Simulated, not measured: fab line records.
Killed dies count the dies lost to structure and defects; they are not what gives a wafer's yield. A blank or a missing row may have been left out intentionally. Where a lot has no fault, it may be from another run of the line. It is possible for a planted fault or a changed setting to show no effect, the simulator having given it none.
Matching of chambers -- flow gf180mcu -- hdpcvd-02 running GF_STI_CVD_23: 3 sister chambers
The step deposits SiO2, target thk 650 nm, time 108.3 s. 6 wafers are shown with their chamber, then 8 later ones without.

WAFERS WITH THEIR CHAMBER
wafer,chamber,sih4 flow sccm (sccm)
L348.3,1,59.95
L348.6,0,59.99
L349.1,0,60.19
L350.1,1,60.02
L350.4,2,59.93
L352.2,2,60.25

WAFERS WHOSE CHAMBER IS MISSING
wafer,sih4 flow sccm (sccm)
L352.4,59.95
L352.6,59.85
L363.3,59.84
L363.4,60.17
L363.6,60.16
L367.3,59.97
L367.4,59.97
L367.5,60.32

WHICH CHAMBER EACH ONE RAN IN
wafer,from the rows above,in truth
L352.4,can't be placed: 1 or 0 or 2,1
L352.6,can't be placed: 1 or 0 or 2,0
L363.3,can't be placed: 1 or 0 or 2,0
L363.4,can't be placed: 0 or 2 or 1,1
L363.6,can't be placed: 0 or 2 or 1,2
L367.3,can't be placed: 1 or 0 or 2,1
L367.4,can't be placed: 1 or 0 or 2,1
L367.5,can't be placed: 0 or 2 or 1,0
Placed correctly: 0 of 8. Can't be placed from these rows: 8 (the true chamber is among the candidates in 8). Number placed wrongly: 0.
How it was worked out, from the rows above alone: a wafer's distance from a chamber is the root of the sum, over the readings, of the square of ((its reading less the chamber's mean) divided by the reading's scatter). The wafer belongs to the nearest chamber; if the next one is less than 2 further off, it can't be placed. For every chamber, the mean is computed from those of its wafers that are shown. The scatter is the square root of a quotient: the sum, over the shown wafers, of each reading's squared deviation from its chamber's mean, divided by wafers minus chambers.
